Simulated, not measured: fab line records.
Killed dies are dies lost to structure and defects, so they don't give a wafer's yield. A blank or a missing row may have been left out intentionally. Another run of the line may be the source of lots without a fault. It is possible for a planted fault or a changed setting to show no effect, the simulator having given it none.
fab line records + flow sky130
record
- lots=5
- wafers=15
- lastDay=51
route steps=708 shown VT_ADJUST_NCORE@123 VT_ADJUST_HVTR@131 PAD_OPEN@708
lots untouched by any fault: they come from a run of this same line in which no faults occurred
startH: the number of hours between the record's first day and the start of the first shown wafer of the lot + waitH: hours since the lot's step before + " as in the row above + L1.1+2: several wafers, shown together as one row + - no value, or no start given + * or withheld: withheld + < > ~ a bound
route shown NAME@n: a module of which the file shows steps, and the number in the route of the first + usual: mean and standard deviation over wafers with no fault + same: alike in all rows + chamber/n: place in a boat + sites: per-site readings + _std_site: the standard deviation of these + _edge_site: the outer-site mean with the inner-site mean subtracted + radiusMm: for every site, how far away it sits from the centre of the wafer + mask NAME#n: copy n + behind: the most recent tool/chamber to have shaped the wafer + hold: the reason the lot was held/the length of the hold in hours/how it ended + device: the n, p or np transistor that did not switch + end of line: tests of these same wafers at the route's end + a step given without rows: its recipe and nothing more + killed: the dies lost at the first sort to structure and to defects; this is not the yield of the wafer + map: dies across one wafer; x = killed, . = not, _ = none there
set.NAME: the setting the step ran with; set.NAME@STEP: the setting that earlier step ran with + model.NAME: the simulator's own value behind a step, which no gauge read
lots at selected steps of the route; one table per step, one row per wafer
services: from which hour (startH, from the record's first day; less than 0 if before it) a tool's chamber was out of use, for how many hours, and why
## steps
# step SKY_VT_ADJUST_NCORE_EXPOSE_04
# recipe
- maskId=LVTN_COMPLEMENT_THIN
- na=0.6
- sourceShape=conventional
- sigmaOuter=0.6
- polarization=unpolarized
- targetCdNm=380
- doseMj=139
# step SKY_VT_ADJUST_NCORE_PEB_05
# recipe
- tempC=withheld
- timeS=*
- resist=NOVOLAK
# step SKY_VT_ADJUST_NCORE_DEVELOP_06
# recipe
- resist=NOVOLAK
- developer=TMAH
- developTimeS=60
- devTempC=23
# step SKY_VT_ADJUST_NCORE_CD_MEAS_07
# recipe
- targetCdNm=380
# usual
- cdNm=379.6/2.4
| lot.wafer | tool     | chamber | startH | waitH | cdNm  |
|-----------|----------|---------|--------|-------|-------|
| L873.1    | cdSem-01 | -       | 224.65 | 0.1   | 374.9 |
| L873.2    | "        | -       | "      | "     | 377.9 |
| L873.3    | "        | -       | "      | "     | 376.9 |
| L878.1    | cdSem-02 | -       | 256.55 | 0.1   | 382.0 |
| L878.4    | "        | -       | "      | "     | 380.9 |
| L878.5    | "        | -       | "      | "     | 381.8 |
| L888.4    | cdSem-02 | -       | 330.18 | 0.1   | 381.8 |
| L888.5    | "        | -       | "      | "     | 380.4 |
| L888.6    | "        | -       | "      | "     | 379.9 |
| L889.2    | cdSem-02 | -       | 340.44 | 0.1   | 378.8 |
| L889.3    | "        | -       | "      | "     | 379.1 |
| L889.5    | "        | -       | "      | "     | 379.6 |
| L890.1    | cdSem-01 | -       | 342.07 | 0.1   | 381.4 |
| L890.2    | "        | -       | "      | "     | 381.1 |
| L890.4    | "        | -       | "      | "     | 378.9 |
# step SKY_VT_ADJUST_NCORE_OVL_MEAS_08
# usual
- VT_ADJUST_NCORE_OVL=0.5/1.4
| lot.wafer | tool       | chamber | startH | waitH | VT_ADJUST_NCORE_OVL[nm] |
|-----------|------------|---------|--------|-------|-------------------------|
| L873.1    | overlay-01 | -       | 224.77 | 0.1   | 1.7                     |
| L873.2    | "          | -       | "      | "     | 1.4                     |
| L873.3    | "          | -       | "      | "     | 0.4                     |
| L878.1    | overlay-02 | -       | 256.67 | 0.1   | 2.0                     |
| L878.4    | "          | -       | "      | "     | 2.0                     |
| L878.5    | "          | -       | "      | "     | 0.9                     |
| L888.4    | overlay-01 | -       | 330.26 | 0.1   | 2.7                     |
| L888.5    | "          | -       | "      | "     | 0.4                     |
| L888.6    | "          | -       | "      | "     | 1.4                     |
| L889.2    | overlay-02 | -       | 340.54 | 0.1   | 2.0                     |
| L889.3    | "          | -       | "      | "     | 0.8                     |
| L889.5    | "          | -       | "      | "     | 1.8                     |
| L890.1    | overlay-01 | -       | 342.19 | 0.1   | -0.2                    |
| L890.2    | "          | -       | "      | "     | 1.4                     |
| L890.4    | "          | -       | "      | "     | 1.3                     |
# step SKY_VT_ADJUST_NCORE_IMPLANT_09
# recipe
- species=B
- energyKev=10
- doseCm2=2.4e+12
- tiltDeg=withheld
# step SKY_VT_ADJUST_NCORE_STRIP_10
# recipe
- chemistry=O2/N2
- powerW=1400
- pressureMtorr=1500
- platenTempC=withheld
- o2FlowSccm=3000
- n2FlowSccm=300
- overashFraction=0.5
# usual
- drypumpMotorCurrentA=5.5/0.35
- oesProductAu=0.715/0.0047
- stripTimeToEndpointS=14.15/0.037
| lot.wafer | tool           | chamber | startH | waitH | drypumpMotorCurrentA | oesProductAu | rfHoursCounterH | stripTimeToEndpointS |
|-----------|----------------|---------|--------|-------|----------------------|--------------|-----------------|----------------------|
| L873.1    | plasmaAsher-01 | 0       | 224.95 | 0.1   | 5.2                  | 0.715        | 56              | 14.10                |
| L873.2    | "              | 1       | "      | "     | 5.8                  | 0.718        | 56              | 14.10                |
| L873.3    | "              | 1       | "      | "     | 5.7                  | 0.715        | -               | 14.15                |
| L878.1    | plasmaAsher-01 | 1       | 256.85 | 0.1   | 5.7                  | 0.709        | 59              | 14.14                |
| L878.4    | "              | 0       | "      | "     | 5.2                  | 0.706        | -               | 14.18                |
| L878.5    | "              | 0       | "      | "     | 5.2                  | 0.706        | -               | 14.18                |
| L888.4    | plasmaAsher-04 | 1       | 330.46 | 0.1   | 6.3                  | 0.722        | -               | 14.17                |
| L888.5    | "              | 1       | "      | "     | 6.3                  | 0.714        | -               | 14.20                |
| L888.6    | "              | 0       | "      | "     | 5.6                  | 0.710        | -               | 14.16                |
| L889.2    | plasmaAsher-04 | 1       | 340.72 | 0.1   | 6.2                  | 0.716        | 62              | 14.11                |
| L889.3    | "              | 0       | "      | "     | 5.6                  | 0.711        | -               | 14.15                |
| L889.5    | "              | 1       | "      | "     | 6.3                  | 0.713        | -               | 14.11                |
| L890.1    | plasmaAsher-01 | 1       | 342.37 | 0.1   | 5.8                  | 0.712        | 68              | 14.17                |
| L890.2    | "              | 0       | "      | "     | 5.2                  | 0.719        | 68              | 14.16                |
| L890.4    | "              | 0       | "      | "     | 5.2                  | 0.712        | -               | 14.14                |
# step SKY_VT_ADJUST_NCORE_TW_MEAS_11
# usual
- VT_ADJUST_NCORE_TW=220.3/1.3
| lot.wafer | tool         | chamber | startH | waitH | VT_ADJUST_NCORE_TW |
|-----------|--------------|---------|--------|-------|--------------------|
| L873.1    | filmMetro-02 | -       | 225.05 | 0.1   | 220.9              |
| L873.2    | "            | -       | "      | "     | 221.5              |
| L873.3    | "            | -       | "      | "     | 220.0              |
| L878.1    | filmMetro-04 | -       | 256.96 | 0.1   | 219.5              |
| L878.4    | "            | -       | "      | "     | 220.3              |
| L878.5    | "            | -       | "      | "     | 221.9              |
| L888.4    | filmMetro-02 | -       | 330.55 | 0.1   | 220.7              |
| L888.5    | "            | -       | "      | "     | 220.7              |
| L888.6    | "            | -       | "      | "     | 221.2              |
| L889.2    | filmMetro-02 | -       | 340.83 | 0.1   | 220.6              |
| L889.3    | "            | -       | "      | "     | 220.9              |
| L889.5    | "            | -       | "      | "     | 221.0              |
| L890.1    | filmMetro-02 | -       | 342.47 | 0.1   | 221.5              |
| L890.2    | "            | -       | "      | "     | 220.1              |
| L890.4    | "            | -       | "      | "     | 220.1              |
# step SKY_VT_ADJUST_HVTR_DEHYDRATE_00
# recipe
- tempC=200
- timeS=60
# step SKY_VT_ADJUST_HVTR_HMDS_01
# recipe
- primeTimeS=60
- primeTempC=120
# step SKY_VT_ADJUST_HVTR_COAT_02
# recipe
- resist=NOVOLAK
- spinRpm=3000
- resistThkNm=1140
# step SKY_VT_ADJUST_HVTR_SOFTBAKE_03
# recipe
- tempC=90
- timeS=60
- resist=NOVOLAK
# step SKY_VT_ADJUST_HVTR_EXPOSE_04
# recipe
- maskId=HVTRM
- targetCdNm=380
- na=0.6
- sourceShape=conventional
- sigmaOuter=0.6
- doseMj=150
| lot.wafer  | tool            | chamber | startH | waitH | mask    |
|------------|-----------------|---------|--------|-------|---------|
| L873.1+2+3 | ilineStepper-01 | 0       | 236.54 | -     | HVTRM#0 |
| L878.1+4+5 | ilineStepper-01 | 0       | 269.27 | -     | HVTRM#0 |
| L888.4+5+6 | ilineStepper-01 | 0       | 344.08 | -     | HVTRM#0 |
| L889.2+3+5 | ilineStepper-02 | 0       | 355.14 | -     | HVTRM#0 |
| L890.1+2+4 | ilineStepper-02 | 0       | 356.57 | -     | HVTRM#0 |
# step SKY_VT_ADJUST_HVTR_PEB_05
# recipe
- tempC=withheld
- timeS=*
- resist=NOVOLAK
# step SKY_VT_ADJUST_HVTR_DEVELOP_06
# recipe
- developTimeS=60
- devTempC=24.14
| lot.wafer | tool          | chamber | startH | waitH | model.VT_ADJUST_HVTR.cdNm |
|-----------|---------------|---------|--------|-------|---------------------------|
| L873.1    | lithoTrack-04 | 0       | 246.65 | 0.1   | 379.3                     |
| L873.2    | "             | 0       | "      | "     | 380.5                     |
| L873.3    | "             | 0       | "      | "     | 381                       |
| L878.1    | lithoTrack-03 | 0       | 280.82 | 0.1   | 379.9                     |
| L878.4    | "             | 0       | "      | "     | 379.3                     |
| L878.5    | "             | 0       | "      | "     | 375.4                     |
| L888.4    | lithoTrack-04 | 0       | 357.48 | 0.1   | 379.2                     |
| L888.5    | "             | 0       | "      | "     | 381.5                     |
| L888.6    | "             | 0       | "      | "     | 379.1                     |
| L889.2    | lithoTrack-03 | 0       | 369.04 | 0.1   | 381.7                     |
| L889.3    | "             | 0       | "      | "     | 382.8                     |
| L889.5    | "             | 0       | "      | "     | 382.7                     |
| L890.1    | lithoTrack-01 | 0       | 370.05 | 0.1   | 378.8                     |
| L890.2    | "             | 0       | "      | "     | 380.4                     |
| L890.4    | "             | 0       | "      | "     | 380.5                     |
# step SKY_VT_ADJUST_HVTR_CD_MEAS_07
# recipe
- targetCdNm=380
# usual
- cdNm=381.1/2.6
| lot.wafer | tool     | chamber | startH | waitH | cdNm  |
|-----------|----------|---------|--------|-------|-------|
| L873.1    | cdSem-02 | -       | 246.80 | 0.1   | 379.3 |
| L873.2    | "        | -       | "      | "     | 380.5 |
| L873.3    | "        | -       | "      | "     | 381.0 |
| L878.1    | cdSem-02 | -       | 280.97 | 0.1   | 379.8 |
| L878.4    | "        | -       | "      | "     | 379.4 |
| L878.5    | "        | -       | "      | "     | 375.4 |
| L888.4    | cdSem-02 | -       | 357.61 | 0.1   | 379.0 |
| L888.5    | "        | -       | "      | "     | 381.4 |
| L888.6    | "        | -       | "      | "     | 378.8 |
| L889.2    | cdSem-02 | -       | 369.19 | 0.1   | 381.5 |
| L889.3    | "        | -       | "      | "     | 383.0 |
| L889.5    | "        | -       | "      | "     | 382.6 |
| L890.1    | cdSem-01 | -       | 370.20 | 0.1   | 378.9 |
| L890.2    | "        | -       | "      | "     | 380.3 |
| L890.4    | "        | -       | "      | "     | 380.5 |
# step SKY_PAD_OPEN_PROBE_99
# usual
- killed_at_M0_to_M3=43/7.3
- killed_at_M4_up=3.4/2.1
- killedAtContacts=24/5.9
- killedAtFrontEnd=14/4
- killedAtOther=0.3/0.54
- killedDies=85/10
- killedOpen=46/7.7
- killedShort=38/6
# same
- grossDies=492
- killedAtBackSide=0
| lot.wafer | tool      | chamber | startH  | waitH | killed_at_M0_to_M3 | killed_at_M4_up | killedAtContacts | killedAtFrontEnd | killedAtOther | killedDies | killedOpen | killedShort |
|-----------|-----------|---------|---------|-------|--------------------|-----------------|------------------|------------------|---------------|------------|------------|-------------|
| L873.1    | prober-01 | -       | 1128.22 | 0.1   | 42                 | 4               | 27               | 15               | 2             | 90         | 51         | 39          |
| L873.2    | prober-01 | -       | 1128.27 | 0.1   | 36                 | 2               | 12               | 11               | 0             | 61         | 28         | 33          |
| L873.3    | prober-01 | -       | 1128.32 | 0.2   | 36                 | 2               | 16               | 10               | 0             | 64         | 34         | 30          |
| L878.1    | prober-02 | -       | 1157.77 | 0.1   | 45                 | 1               | 27               | 14               | 0             | 87         | 49         | 38          |
| L878.4    | prober-02 | -       | 1157.92 | 0.2   | 43                 | 2               | 32               | 18               | 0             | 95         | 50         | 44          |
| L878.5    | prober-02 | -       | 1157.97 | 0.2   | 42                 | 0               | 15               | 16               | 0             | 73         | 41         | 31          |
| L888.4    | prober-02 | -       | 1206.19 | 0.2   | 37                 | 1               | 25               | 17               | 0             | 80         | 43         | 37          |
| L888.5    | prober-02 | -       | 1206.24 | 0.2   | 37                 | 3               | 23               | 12               | 0             | 75         | 34         | 41          |
| L888.6    | prober-02 | -       | 1206.29 | 0.2   | 53                 | 2               | 27               | 16               | 0             | 98         | 52         | 44          |
| L890.1    | prober-02 | -       | 1213.63 | 0.1   | 42                 | 5               | 16               | 14               | 1             | 78         | 41         | 37          |
| L890.2    | prober-02 | -       | 1213.68 | 0.1   | 32                 | 5               | 18               | 16               | 1             | 72         | 38         | 33          |
| L890.4    | prober-02 | -       | 1213.78 | 0.2   | 55                 | 1               | 18               | 21               | 0             | 95         | 46         | 49          |
# killed by level:class
L873.1 CONTACT:geometricParticle:open=12 VIA1:geometricParticle:open=8 VIA3:geometricParticle:open=7 METAL3:geometricParticle:short=6 LOCAL_INTERCONNECT:geometricParticle:short=6 FIELD_ISO:geometricParticle:open=5 METAL2:geometricParticle:short=5 VIA2:geometricParticle:open=5
L873.2 VIA2:geometricParticle:open=8 VIA3:geometricParticle:open=6 POLY_GATE:geometricParticle:short=5 VIA3:geometricParticle:short=5 LI_CONTACT:geometricParticle:open=4 METAL1:geometricParticle:short=4 CONTACT:geometricParticle:short=3 VIA2:geometricParticle:short=3
L873.3 CONTACT:geometricParticle:open=7 VIA1:geometricParticle:open=7 METAL2:geometricParticle:short=6 METAL1:geometricParticle:short=5 VIA3:geometricParticle:open=5 VIA1:geometricParticle:short=5 LOCAL_INTERCONNECT:geometricParticle:short=4 VIA2:geometricParticle:open=4
L878.1 CONTACT:geometricParticle:open=15 VIA1:geometricParticle:open=9 VIA3:geometricParticle:open=8 VIA2:geometricParticle:open=7 METAL1:geometricParticle:short=7 FIELD_ISO:geometricParticle:short=6 CONTACT:geometricParticle:short=6 VIA1:geometricParticle:short=5
L878.4 VIA1:geometricParticle:open=18 CONTACT:geometricParticle:open=14 CONTACT:geometricParticle:short=7 VIA1:geometricParticle:short=6 METAL3:geometricParticle:short=5 FIELD_ISO:geometricParticle:short=4 POLY_GATE:geometricParticle:short=4 LI_CONTACT:geometricParticle:short=4
L878.5 VIA1:geometricParticle:open=13 POLY_GATE:geometricParticle:short=6 VIA3:geometricParticle:open=6 CONTACT:geometricParticle:open=5 METAL3:geometricParticle:short=5 FIELD_ISO:geometricParticle:open=4 METAL1:geometricParticle:short=4 POLY_GATE:geometricParticle:open=3
L888.4 VIA2:geometricParticle:open=8 POLY_GATE:geometricParticle:open=6 LI_CONTACT:geometricParticle:open=6 VIA2:geometricParticle:short=6 VIA3:geometricParticle:open=6 LOCAL_INTERCONNECT:geometricParticle:short=5 CONTACT:geometricParticle:open=5 FIELD_ISO:geometricParticle:open=4
L888.5 VIA1:geometricParticle:open=8 FIELD_ISO:geometricParticle:short=6 VIA1:geometricParticle:short=6 LI_CONTACT:geometricParticle:open=6 CONTACT:geometricParticle:short=6 VIA2:geometricParticle:open=6 LI_CONTACT:geometricParticle:short=4 METAL2:geometricParticle:short=4
L888.6 VIA1:geometricParticle:open=11 LI_CONTACT:geometricParticle:open=10 VIA2:geometricParticle:open=9 VIA3:geometricParticle:open=8 CONTACT:geometricParticle:open=6 VIA1:geometricParticle:short=6 POLY_GATE:geometricParticle:short=5 METAL1:geometricParticle:short=5
L890.1 METAL2:geometricParticle:short=8 VIA3:geometricParticle:open=8 CONTACT:geometricParticle:open=7 POLY_GATE:geometricParticle:open=6 VIA1:geometricParticle:open=6 VIA1:geometricParticle:short=5 METAL1:geometricParticle:short=5 LOCAL_INTERCONNECT:geometricParticle:short=4
L890.2 VIA2:geometricParticle:open=7 FIELD_ISO:geometricParticle:open=6 METAL2:geometricParticle:short=6 LI_CONTACT:geometricParticle:open=5 VIA1:geometricParticle:open=5 VIA3:geometricParticle:open=5 POLY_GATE:geometricParticle:open=4 LI_CONTACT:geometricParticle:short=4
L890.4 VIA1:geometricParticle:open=9 METAL1:geometricParticle:short=8 FIELD_ISO:geometricParticle:short=8 VIA3:geometricParticle:open=8 METAL2:geometricParticle:short=7 VIA2:geometricParticle:open=7 CONTACT:geometricParticle:open=6 FIELD_ISO:geometricParticle:open=5
## services
| tool            | chamber | startH | hours | kind                     |
|-----------------|---------|--------|-------|--------------------------|
| ilineStepper-01 | 0       | 224.55 | -     | calibration              |
| ilineStepper-02 | 0       | 234.29 | -     | calibration              |
| plasmaAsher-01  | -       | 239.63 | 2.8   | pm                       |
| ilineStepper-02 | -       | 251.59 | 1.7   | pm                       |
| ilineStepper-02 | -       | 287.34 | 4.4   | pm                       |
| lithoTrack-01   | -       | 294.31 | -     | consumableReplace:filter |
| ilineStepper-02 | -       | 302.05 | 20.4  | repair                   |
| plasmaAsher-01  | -       | 331.24 | 0.4   | repair                   |
| ilineStepper-01 | -       | 333.48 | 4.4   | pm                       |
| ilineStepper-01 | -       | 348.89 | 2.1   | pm                       |
| ilineStepper-01 | -       | 350.97 | -     | consumableReplace:lamp   |
| plasmaAsher-01  | -       | 354.31 | 7.2   | repair                   |
## key
firstSign none at tools or gauges
modelEffect
- step=SKY_VT_ADJUST_HVTR_DEVELOP_06
- value=VT_ADJUST_HVTR.cdNm
- without=382.3
- struck=378.2
metAt SKY_VT_ADJUST_HVTR_EXPOSE_04
struckWafers L878.1,L878.4,L878.5
testerLeftOut L878
onsetBetween 236.54 269.27
fault
- kind=processParameterDrift
- tool=ilineStepper-01
- chamber=-
- onsetH=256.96
- steps=SKY_VT_ADJUST_HVTR_EXPOSE_04
- channel=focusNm
- offset=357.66
- spreadByWafer=0.3
- shape=step
- endH=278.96
# testerLeftOut: of these lots the tester's yield and bins aren't shown, on N5 and GAA mostly nor the transistor test; their killed dies are dies lost to structure and defects alone, not to doping, threshold or leakage, so they don't give the yield
